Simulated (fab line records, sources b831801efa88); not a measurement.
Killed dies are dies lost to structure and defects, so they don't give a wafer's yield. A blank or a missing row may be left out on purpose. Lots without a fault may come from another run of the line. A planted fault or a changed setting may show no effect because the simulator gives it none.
A struck lot beside a sound one | flow sfq_line | 37 steps out of a route of 325
Sound: wafers L376.1, L376.3, L376.5. Struck: wafer L391.1. (L391.4 of the same lot was not struck and is left out.) The cause comes at the end.
At each step with rows: each side's tool, then ch and its chambers, then its first start. Under that, the readings that differ: sound wafers | struck wafers | difference of the means | sigmas: that difference in standard deviations of wafers without a fault.
alike: readings whose means differ by less than 2 such deviations, and words and numbers that are the same on both sides. not compared: withheld readings, readings that some wafer has no value for, bounds like >300 that may hide the same value, and numbers for which the record gives no deviation and whose values overlap.
The two part at a step that has a row with sigmas, a row that says differs or no value, or rows on one side only. Numbers that don't overlap but have no deviation are shown without sigmas and don't part them. A reading that every wafer of one side lacks parts them only if that side has two wafers or more.

SFQ_R5_THK_MEAS_934: measures by xrf.
  sound on film_metro-03, day 53 02:47; struck on film_metro-02, day 62 06:28
  alike: R5_MONX_THK
then, 6 steps without rows for these wafers: SFQ_TRILAYER_R5_LITHO_COAT_141 (resist thk 62 nm); SFQ_TRILAYER_R5_LITHO_COAT_136 (resist thk 600 nm); SFQ_TRILAYER_R5_LITHO_SOFTBAKE_140; SFQ_TRILAYER_R5_LITHO_EXPOSE_137 (exposes mask R5, target cd 500 nm); SFQ_TRILAYER_R5_LITHO_PEB_139 (peb time 60 s); SFQ_TRILAYER_R5_LITHO_DEVELOP_138 (time 60 s).
SFQ_R5_OVL_MEAS_935:
  sound on overlay-02, day 58 06:12; struck on overlay-01, day 62 08:47
  reading     | sound | struck | difference | sigmas
  R5_OVL (nm) | 0 5 7 | -14    | -18        | -3
SFQ_TRILAYER_R5_BARC_OPEN_METAL_ETCH_177: etches BARC in O2, target depth 125 nm, time 41.7 s.
  sound on rie_metal-02 ch 0,1, day 58 06:14; struck on rie_metal-02 ch 1, day 62 08:49
  alike: drypump_motor_current_A, oes_product_au, rf_fwd_power_W
  not compared: rf_hours_counter_h
SFQ_TRILAYER_R5_ETCH_METAL_ETCH_139: etches the open film in Cl2, stops on SiO2, target depth 60 nm, time 40 s.
  sound on rie_metal-02 ch 0,1, day 58 06:18; struck on rie_metal-02 ch 1, day 62 08:52
  alike: drypump_motor_current_A, oes_product_au, rf_fwd_power_W
  not compared: rf_hours_counter_h
then, 2 steps without rows for these wafers: SFQ_TRILAYER_R5_STRIP_STRIP_140 (strips in O2); SFQ_TRILAYER_R5_STRIP_SOLV_CLEAN_141 (cleans in NMP, time 600 s).
SFQ_TRILAYER_A5C_DEP_PECVD_142: deposits SiO2 from SiH4/N2O, time 15.556 s, target thk 70 nm.
  sound on pecvd-02 ch 0,1, day 58 07:08; struck on pecvd-02 ch 1, day 62 09:43
  reading                                              | sound            | struck | difference | sigmas
  model.SiO2_of_TRILAYER_A5C_DEP_PECVD_142.thk_nm (nm) | 70.09 70.1 70.85 | 67.36  | -2.99      |
  alike: chamber_pressure_Torr, heater_power_w, throttle_valve_pct
  not compared: rf_fwd_power_W
then, 6 steps without rows for these wafers: SFQ_TRILAYER_I5_LITHO_COAT_149 (resist thk 62 nm); SFQ_TRILAYER_I5_LITHO_COAT_144 (resist thk 650 nm); SFQ_TRILAYER_I5_LITHO_SOFTBAKE_148; SFQ_TRILAYER_I5_LITHO_EXPOSE_145 (exposes mask I5, target cd 700 nm); SFQ_TRILAYER_I5_LITHO_PEB_147 (peb time 60 s); SFQ_TRILAYER_I5_LITHO_DEVELOP_146 (time 60 s).
-- the record jumps here: 5 days lie between the struck wafers' starts before and after --
SFQ_I5_OVL_MEAS_936:
  sound on overlay-02, day 63 09:59; struck on overlay-01, day 66 21:45
  alike: I5_OVL
SFQ_TRILAYER_I5_BARC_OPEN_VIA_ETCH_200: etches BARC in O2, target depth 125 nm, time 41.7 s.
  sound on rie_diel-02 ch 1,2, day 63 10:01; struck on rie_diel-04 ch 1, day 66 21:47
  alike: drypump_motor_current_A, oes_product_au, rf_fwd_power_W
  not compared: rf_hours_counter_h
then, 9 steps without rows for these wafers: SFQ_TRILAYER_I5_ETCH_VIA_ETCH_147 (etches the open film in CHF3, stops on Nb, target depth 360 nm); SFQ_TRILAYER_I5_STRIP_STRIP_148 (strips in O2); SFQ_TRILAYER_I5_STRIP_SOLV_CLEAN_149 (cleans in NMP, time 600 s); SFQ_TRILAYER_C5_LITHO_COAT_156 (resist thk 62 nm); SFQ_TRILAYER_C5_LITHO_COAT_151 (resist thk 650 nm); SFQ_TRILAYER_C5_LITHO_SOFTBAKE_155; SFQ_TRILAYER_C5_LITHO_EXPOSE_152 (exposes mask C5, target cd 500 nm); SFQ_TRILAYER_C5_LITHO_PEB_154 (peb time 60 s); SFQ_TRILAYER_C5_LITHO_DEVELOP_153 (time 60 s).
SFQ_C5_OVL_MEAS_937:
  sound on overlay-01, day 63 14:26; struck on overlay-01, day 67 09:38
  alike: C5_OVL
SFQ_TRILAYER_C5_BARC_OPEN_VIA_ETCH_210: etches BARC in O2, target depth 125 nm, time 41.7 s.
  sound on rie_diel-03 ch 0,3, day 63 14:28; struck on rie_diel-01 ch 1, day 67 09:40
  alike: drypump_motor_current_A, oes_product_au, rf_fwd_power_W
  not compared: rf_hours_counter_h
SFQ_TRILAYER_C5_ETCH_VIA_ETCH_154: etches SiO2 in CHF3, stops on Nb, target depth 84 nm.
  sound on rie_diel-03 ch 0,3, day 63 14:30; struck on rie_diel-01 ch 1, day 67 09:43
  reading                        | sound             | struck | difference | sigmas
  oes_product_au (a.u.)          | 0.898 0.898 0.895 | 0.873  | -0.024     | -3
  rf_fwd_power_W (W)             | 497.2 497.0 496.1 | 492.3  | -4.5       | -3
  model.etch.depth_nm (nm)       | 70.09 70.1 70.85  | 67.36  | -2.99      |
  model.C5.feature_depth_nm (nm) | 70.09 70.1 70.85  | 67.36  | -2.99      |
  alike: drypump_motor_current_A
then, 2 steps without rows for these wafers: SFQ_TRILAYER_C5_STRIP_STRIP_155 (strips in O2); SFQ_TRILAYER_C5_STRIP_SOLV_CLEAN_156 (cleans in NMP, time 600 s).
SFQ_TRILAYER_M6_DEP_PRE_CLEAN_158: time 22.5 s.
  sound on pvd_sputter-06, day 63 15:20; struck on pvd_sputter-06, day 67 10:32
  reading                                              | sound            | struck | difference | sigmas
  model.SiO2_of_TRILAYER_A5C_DEP_PECVD_142.thk_nm (nm) | 62.59 62.6 63.35 | 59.87  | -2.98      |
SFQ_TRILAYER_M6_DEP_SPUTTER_157: material Nb, target thk 200 nm, time 133.3 s.
  sound on pvd_sputter-06, day 63 15:22; struck on pvd_sputter-06, day 67 10:34
  alike: throttle_valve_pct

WHERE THEY PART
First at SFQ_R5_OVL_MEAS_935; last, within this record, at SFQ_TRILAYER_C5_ETCH_VIA_ETCH_154. Later steps at which nothing parts them and some readings are alike: SFQ_TRILAYER_M6_DEP_SPUTTER_157.

WHY: what the simulator had put in
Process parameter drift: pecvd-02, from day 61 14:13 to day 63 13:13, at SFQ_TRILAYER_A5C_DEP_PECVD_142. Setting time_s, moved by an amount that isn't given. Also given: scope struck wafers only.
